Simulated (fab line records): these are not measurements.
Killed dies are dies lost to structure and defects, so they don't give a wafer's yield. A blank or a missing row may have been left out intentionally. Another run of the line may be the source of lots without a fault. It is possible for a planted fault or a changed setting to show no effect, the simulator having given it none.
What tool caused it? :: flow sfq line :: 14 lots, 42 wafers sampled, at 4 steps of a route of 325

WHAT EACH GAUGE READ, for each wafer
The record holds no reading of a measuring or inspecting step that can be judged against a usual standard deviation.

TOOL THAT RAN EACH LOT (tool first, then ch and the chambers of the sampled wafers, then the start)
lot: L945
SFQ_TRILAYER_M3_BARC_OPEN_METAL_ETCH_100: rie metal-04 ch 0,1, day 44 17:14
SFQ_TRILAYER_M3_ETCH_METAL_ETCH_078: rie metal-04 ch 0,1, day 44 17:18
SFQ_TRILAYER_I3_VIA_LITHO_EXPOSE_086: krf scanner-01 ch 0, day 50 01:22
SFQ_TRILAYER_I3_VIA_ETCH_VIA_ETCH_088: rie diel-04 ch 0,1,2, day 50 02:57

lot: L947
SFQ_TRILAYER_M3_BARC_OPEN_METAL_ETCH_100: rie metal-04 ch 1, day 45 05:14
SFQ_TRILAYER_M3_ETCH_METAL_ETCH_078: rie metal-04 ch 1, day 45 05:22
SFQ_TRILAYER_I3_VIA_LITHO_EXPOSE_086: krf scanner-01 ch 0, day 50 12:10
SFQ_TRILAYER_I3_VIA_ETCH_VIA_ETCH_088: rie diel-04 ch 0,2,3, day 50 13:45

lot: L949
SFQ_TRILAYER_M3_BARC_OPEN_METAL_ETCH_100: rie metal-04 ch 1, day 46 02:08
SFQ_TRILAYER_M3_ETCH_METAL_ETCH_078: rie metal-04 ch 1, day 46 02:11
SFQ_TRILAYER_I3_VIA_LITHO_EXPOSE_086: krf scanner-01 ch 0, day 50 20:46
SFQ_TRILAYER_I3_VIA_ETCH_VIA_ETCH_088: rie diel-04 ch 1,2,3, day 50 22:09

lot: L951
SFQ_TRILAYER_M3_BARC_OPEN_METAL_ETCH_100: rie metal-04 ch 0,1, day 48 01:14
SFQ_TRILAYER_M3_ETCH_METAL_ETCH_078: rie metal-04 ch 0,1, day 48 01:18
SFQ_TRILAYER_I3_VIA_LITHO_EXPOSE_086: krf scanner-01 ch 0, day 52 13:34
SFQ_TRILAYER_I3_VIA_ETCH_VIA_ETCH_088: rie diel-02 ch 1,2,3, day 52 14:57

lot: L952
SFQ_TRILAYER_M3_BARC_OPEN_METAL_ETCH_100: rie metal-01 ch 0,1, day 48 02:26
SFQ_TRILAYER_M3_ETCH_METAL_ETCH_078: rie metal-01 ch 0,1, day 48 02:30
SFQ_TRILAYER_I3_VIA_LITHO_EXPOSE_086: krf scanner-01 ch 0, day 52 19:22
SFQ_TRILAYER_I3_VIA_ETCH_VIA_ETCH_088: rie diel-03 ch 0,1,3, day 52 20:57

lot: L953
SFQ_TRILAYER_M3_BARC_OPEN_METAL_ETCH_100: rie metal-04 ch 0,1, day 48 09:38
SFQ_TRILAYER_M3_ETCH_METAL_ETCH_078: rie metal-04 ch 0,1, day 48 09:42
SFQ_TRILAYER_I3_VIA_LITHO_EXPOSE_086: krf scanner-01 ch 0, day 53 13:22
SFQ_TRILAYER_I3_VIA_ETCH_VIA_ETCH_088: rie diel-04 ch 0,1,2, day 53 14:57

lot: L955
SFQ_TRILAYER_M3_BARC_OPEN_METAL_ETCH_100: rie metal-02 ch 0,1, day 48 19:56
SFQ_TRILAYER_M3_ETCH_METAL_ETCH_078: rie metal-02 ch 0,1, day 48 20:01
SFQ_TRILAYER_I3_VIA_LITHO_EXPOSE_086: krf scanner-02 ch 0, day 54 05:30
SFQ_TRILAYER_I3_VIA_ETCH_VIA_ETCH_088: rie diel-02 ch 0,1,3, day 54 06:40

lot: L956
SFQ_TRILAYER_M3_BARC_OPEN_METAL_ETCH_100: rie metal-02 ch 0,1, day 49 02:56
SFQ_TRILAYER_M3_ETCH_METAL_ETCH_078: rie metal-02 ch 0,1, day 49 03:01
SFQ_TRILAYER_I3_VIA_LITHO_EXPOSE_086: krf scanner-02 ch 0, day 54 11:42
SFQ_TRILAYER_I3_VIA_ETCH_VIA_ETCH_088: rie diel-02 ch 1,2,3, day 54 12:40

lot: L957
SFQ_TRILAYER_M3_BARC_OPEN_METAL_ETCH_100: rie metal-02 ch 0,1, day 49 07:43
SFQ_TRILAYER_M3_ETCH_METAL_ETCH_078: rie metal-02 ch 0,1, day 49 07:46
SFQ_TRILAYER_I3_VIA_LITHO_EXPOSE_086: krf scanner-02 ch 0, day 54 18:30
SFQ_TRILAYER_I3_VIA_ETCH_VIA_ETCH_088: rie diel-02 ch 1,2, day 54 19:52

lot: L958
SFQ_TRILAYER_M3_BARC_OPEN_METAL_ETCH_100: rie metal-02 ch 0,1, day 49 14:56
SFQ_TRILAYER_M3_ETCH_METAL_ETCH_078: rie metal-02 ch 0,1, day 49 15:01
SFQ_TRILAYER_I3_VIA_LITHO_EXPOSE_086: krf scanner-01, day 55 09:44
SFQ_TRILAYER_I3_VIA_ETCH_VIA_ETCH_088: rie diel-03 ch 1,2, day 55 10:55

lot: L959
SFQ_TRILAYER_M3_BARC_OPEN_METAL_ETCH_100: rie metal-04 ch 0,1, day 49 23:20
SFQ_TRILAYER_M3_ETCH_METAL_ETCH_078: rie metal-04 ch 0,1, day 49 23:25
SFQ_TRILAYER_I3_VIA_LITHO_EXPOSE_086: krf scanner-01, day 55 21:44
SFQ_TRILAYER_I3_VIA_ETCH_VIA_ETCH_088: rie diel-03 ch 0,2,3, day 55 22:55

lot: L960
SFQ_TRILAYER_M3_BARC_OPEN_METAL_ETCH_100: rie metal-04 ch 0, day 50 04:07
SFQ_TRILAYER_M3_ETCH_METAL_ETCH_078: rie metal-04 ch 0, day 50 04:10
SFQ_TRILAYER_I3_VIA_LITHO_EXPOSE_086: krf scanner-02 ch 0, day 56 05:42
SFQ_TRILAYER_I3_VIA_ETCH_VIA_ETCH_088: rie diel-02 ch 0,3, day 56 07:16

lot: L961
SFQ_TRILAYER_M3_BARC_OPEN_METAL_ETCH_100: rie metal-01 ch 0,1, day 50 07:43
SFQ_TRILAYER_M3_ETCH_METAL_ETCH_078: rie metal-01 ch 0,1, day 50 07:46
SFQ_TRILAYER_I3_VIA_LITHO_EXPOSE_086: krf scanner-02 ch 0, day 56 09:30
SFQ_TRILAYER_I3_VIA_ETCH_VIA_ETCH_088: rie diel-04 ch 0,3, day 56 10:52

lot: L963
SFQ_TRILAYER_M3_BARC_OPEN_METAL_ETCH_100: rie metal-02 ch 0,1, day 51 02:55
SFQ_TRILAYER_M3_ETCH_METAL_ETCH_078: rie metal-02 ch 0,1, day 51 02:58
SFQ_TRILAYER_I3_VIA_LITHO_EXPOSE_086: krf scanner-02 ch 0, day 57 03:18
SFQ_TRILAYER_I3_VIA_ETCH_VIA_ETCH_088: rie diel-02 ch 2,3, day 57 04:52
- SFQ_TRILAYER_M3_BARC_OPEN_METAL_ETCH_100: etches BARC in O2, target depth 125 nm, time 41.7 s.
- SFQ_TRILAYER_M3_ETCH_METAL_ETCH_078: etches Nb in Cl2/Ar, stops on SiO2, target depth 240 nm, time 120 s.
- SFQ_TRILAYER_I3_VIA_LITHO_EXPOSE_086: exposes mask I3, target cd 500 nm.
- SFQ_TRILAYER_I3_VIA_ETCH_VIA_ETCH_088: etches SiO2 in CHF3, stops on Nb, target depth 260 nm.

WHAT THE TOOLS THEMSELVES READ (means of the sampled wafers that have a number; where no wafer has one, the mark that the record gives instead)
SFQ_TRILAYER_M3_BARC_OPEN_METAL_ETCH_100.
lot: L945
tool: rie metal-04
bias w (W): 79.98
chamber pressure mTorr (mTorr): 9.995
drypump motor current A (A): 5.28
oes product au (a.u.): 0.685

lot: L947
tool: rie metal-04
bias w (W): 80.08
chamber pressure mTorr (mTorr): 10.004
drypump motor current A (A): 5.33
oes product au (a.u.): 0.682

lot: L949
tool: rie metal-04
bias w (W): 79.99
chamber pressure mTorr (mTorr): 9.995
drypump motor current A (A): 5.33
oes product au (a.u.): 0.685

lot: L951
tool: rie metal-04
bias w (W): 80.05
chamber pressure mTorr (mTorr): 9.987
drypump motor current A (A): 5.27
oes product au (a.u.): 0.684

lot: L952
tool: rie metal-01
bias w (W): 80.01
chamber pressure mTorr (mTorr): 9.992
drypump motor current A (A): 5.73
oes product au (a.u.): 0.683

lot: L953
tool: rie metal-04
bias w (W): 79.91
chamber pressure mTorr (mTorr): 10.002
drypump motor current A (A): 5.29
oes product au (a.u.): 0.681

lot: L955
tool: rie metal-02
bias w (W): 80.06
chamber pressure mTorr (mTorr): 9.999
drypump motor current A (A): 5.82
oes product au (a.u.): 0.689

lot: L956
tool: rie metal-02
bias w (W): 80.17
chamber pressure mTorr (mTorr): 9.989
drypump motor current A (A): 5.83
oes product au (a.u.): 0.686

lot: L957
tool: rie metal-02
bias w (W): 80.11
chamber pressure mTorr (mTorr): 9.996
drypump motor current A (A): 5.91
oes product au (a.u.): 0.687

lot: L958
tool: rie metal-02
bias w (W): -
chamber pressure mTorr (mTorr): -
drypump motor current A (A): -
oes product au (a.u.): -

lot: L959
tool: rie metal-04
bias w (W): -
chamber pressure mTorr (mTorr): -
drypump motor current A (A): -
oes product au (a.u.): -

lot: L960
tool: rie metal-04
bias w (W): 79.94
chamber pressure mTorr (mTorr): 10.008
drypump motor current A (A): 5.17
oes product au (a.u.): 0.681

lot: L961
tool: rie metal-01
bias w (W): 79.97
chamber pressure mTorr (mTorr): 10.005
drypump motor current A (A): 5.77
oes product au (a.u.): 0.683

lot: L963
tool: rie metal-02
bias w (W): 79.94
chamber pressure mTorr (mTorr): 10.003
drypump motor current A (A): 5.83
oes product au (a.u.): 0.683

SFQ_TRILAYER_M3_ETCH_METAL_ETCH_078.
lot: L945
tool: rie metal-04
bias w (W): 80.12
chamber pressure mTorr (mTorr): 10.003
drypump motor current A (A): 5.28
oes product au (a.u.): 0.896

lot: L947
tool: rie metal-04
bias w (W): 80.04
chamber pressure mTorr (mTorr): 10.009
drypump motor current A (A): 5.33
oes product au (a.u.): 0.898

lot: L949
tool: rie metal-04
bias w (W): 79.91
chamber pressure mTorr (mTorr): 10.004
drypump motor current A (A): 5.34
oes product au (a.u.): 0.896

lot: L951
tool: rie metal-04
bias w (W): 79.82
chamber pressure mTorr (mTorr): 10.002
drypump motor current A (A): 5.27
oes product au (a.u.): 0.890

lot: L952
tool: rie metal-01
bias w (W): 80.20
chamber pressure mTorr (mTorr): 10.006
drypump motor current A (A): 5.75
oes product au (a.u.): 0.897

lot: L953
tool: rie metal-04
bias w (W): 80.11
chamber pressure mTorr (mTorr): 10.002
drypump motor current A (A): 5.27
oes product au (a.u.): 0.893

lot: L955
tool: rie metal-02
bias w (W): 79.91
chamber pressure mTorr (mTorr): 10.007
drypump motor current A (A): 5.84
oes product au (a.u.): 0.895

lot: L956
tool: rie metal-02
bias w (W): 80.19
chamber pressure mTorr (mTorr): 9.996
drypump motor current A (A): 5.84
oes product au (a.u.): 0.900

lot: L957
tool: rie metal-02
bias w (W): 79.95
chamber pressure mTorr (mTorr): 10.003
drypump motor current A (A): 5.94
oes product au (a.u.): 0.892

lot: L958
tool: rie metal-02
bias w (W): 79.97
chamber pressure mTorr (mTorr): 10.003
drypump motor current A (A): 5.92
oes product au (a.u.): 0.374

lot: L959
tool: rie metal-04
bias w (W): 80.17
chamber pressure mTorr (mTorr): 9.998
drypump motor current A (A): 5.22
oes product au (a.u.): 0.372

lot: L960
tool: rie metal-04
bias w (W): 80.02
chamber pressure mTorr (mTorr): 10.002
drypump motor current A (A): 5.16
oes product au (a.u.): 0.901

lot: L961
tool: rie metal-01
bias w (W): 80.25
chamber pressure mTorr (mTorr): 10.002
drypump motor current A (A): 5.74
oes product au (a.u.): 0.898

lot: L963
tool: rie metal-02
bias w (W): 80.07
chamber pressure mTorr (mTorr): 10.002
drypump motor current A (A): 5.83
oes product au (a.u.): 0.895

SFQ_TRILAYER_I3_VIA_LITHO_EXPOSE_086.
lot: L945
tool: krf scanner-01
exposure dose mJ cm2: 21.327
focus offset nm (nm): 0.1

lot: L947
tool: krf scanner-01
exposure dose mJ cm2: 21.309
focus offset nm (nm): 0.6

lot: L949
tool: krf scanner-01
exposure dose mJ cm2: 21.295
focus offset nm (nm): -0.3

lot: L951
tool: krf scanner-01
exposure dose mJ cm2: 21.330
focus offset nm (nm): 0.4

lot: L952
tool: krf scanner-01
exposure dose mJ cm2: 21.285
focus offset nm (nm): -0.2

lot: L953
tool: krf scanner-01
exposure dose mJ cm2: 21.278
focus offset nm (nm): -0.2

lot: L955
tool: krf scanner-02
exposure dose mJ cm2: 21.287
focus offset nm (nm): 0.0

lot: L956
tool: krf scanner-02
exposure dose mJ cm2: 21.328
focus offset nm (nm): -0.5

lot: L957
tool: krf scanner-02
exposure dose mJ cm2: 21.295
focus offset nm (nm): -0.4

lot: L958
tool: krf scanner-01
exposure dose mJ cm2: -
focus offset nm (nm): -

lot: L959
tool: krf scanner-01
exposure dose mJ cm2: -
focus offset nm (nm): -

lot: L960
tool: krf scanner-02
exposure dose mJ cm2: 21.284
focus offset nm (nm): 0.5

lot: L961
tool: krf scanner-02
exposure dose mJ cm2: 21.295
focus offset nm (nm): -0.3

lot: L963
tool: krf scanner-02
exposure dose mJ cm2: 21.309
focus offset nm (nm): 0.3

SFQ_TRILAYER_I3_VIA_ETCH_VIA_ETCH_088.
lot: L945
tool: rie diel-04
bias w (W): 80.20
chamber pressure mTorr (mTorr): 30.011
drypump motor current A (A): 5.7
oes product au (a.u.): 0.858

lot: L947
tool: rie diel-04
bias w (W): 80.20
chamber pressure mTorr (mTorr): 30.009
drypump motor current A (A): 5.7
oes product au (a.u.): 0.855

lot: L949
tool: rie diel-04
bias w (W): 79.81
chamber pressure mTorr (mTorr): 30.013
drypump motor current A (A): 5.8
oes product au (a.u.): 0.853

lot: L951
tool: rie diel-02
bias w (W): 79.87
chamber pressure mTorr (mTorr): 29.998
drypump motor current A (A): 5.4
oes product au (a.u.): 0.862

lot: L952
tool: rie diel-03
bias w (W): 79.73
chamber pressure mTorr (mTorr): 30.013
drypump motor current A (A): 5.9
oes product au (a.u.): 0.855

lot: L953
tool: rie diel-04
bias w (W): 80.00
chamber pressure mTorr (mTorr): 30.011
drypump motor current A (A): 5.7
oes product au (a.u.): 0.854

lot: L955
tool: rie diel-02
bias w (W): 80.13
chamber pressure mTorr (mTorr): 29.973
drypump motor current A (A): 5.2
oes product au (a.u.): 0.855

lot: L956
tool: rie diel-02
bias w (W): 80.21
chamber pressure mTorr (mTorr): 30.010
drypump motor current A (A): 5.3
oes product au (a.u.): 0.852

lot: L957
tool: rie diel-02
bias w (W): 80.13
chamber pressure mTorr (mTorr): 29.984
drypump motor current A (A): 5.2
oes product au (a.u.): 0.850

lot: L958
tool: rie diel-03
bias w (W): 79.98
chamber pressure mTorr (mTorr): 30.015
drypump motor current A (A): 5.9
oes product au (a.u.): 0.376

lot: L959
tool: rie diel-03
bias w (W): 79.93
chamber pressure mTorr (mTorr): 29.988
drypump motor current A (A): 5.9
oes product au (a.u.): 0.378

lot: L960
tool: rie diel-02
bias w (W): 80.01
chamber pressure mTorr (mTorr): 30.009
drypump motor current A (A): 5.5
oes product au (a.u.): 0.860

lot: L961
tool: rie diel-04
bias w (W): 80.03
chamber pressure mTorr (mTorr): 30.001
drypump motor current A (A): 5.9
oes product au (a.u.): 0.858

lot: L963
tool: rie diel-02
bias w (W): 79.96
chamber pressure mTorr (mTorr): 30.012
drypump motor current A (A): 5.5
oes product au (a.u.): 0.846

THE ANSWER, worked out from the rows above alone
Rule: the lots themselves supply what counts as usual. Put in order of their means at a reading, lots are off if they are a third of the lots or fewer, leave a main group of 4 or more, and stand apart from it by a gap of 3 or more times the standard deviation of the main group's means; of several such gaps the widest counts. A main group whose means are all the same, to the digits that the tables above print for the reading, isn't used. Also off: a lot with no number at a reading for which 4 or more lots have one. All remaining lots with rows at the step are treated as sound. First the gauges in route order, then the tools' own readings, where a lot's mean is used as printed above. At the first step where some lot is off, the reading lying furthest off is the one used; lots without a number count as furthest.
Off, at SFQ_TRILAYER_M3_BARC_OPEN_METAL_ETCH_100 on bias w: L958, L959. Without a number there: L958, L959. Main group: mean 80.02 W, sd 0.075.
A tool fits if, at that step or a process step before it, it ran every lot that is off, and no sound lot after the first of them. None of those tried fits.

WHAT THE SIMULATOR HAD PUT IN
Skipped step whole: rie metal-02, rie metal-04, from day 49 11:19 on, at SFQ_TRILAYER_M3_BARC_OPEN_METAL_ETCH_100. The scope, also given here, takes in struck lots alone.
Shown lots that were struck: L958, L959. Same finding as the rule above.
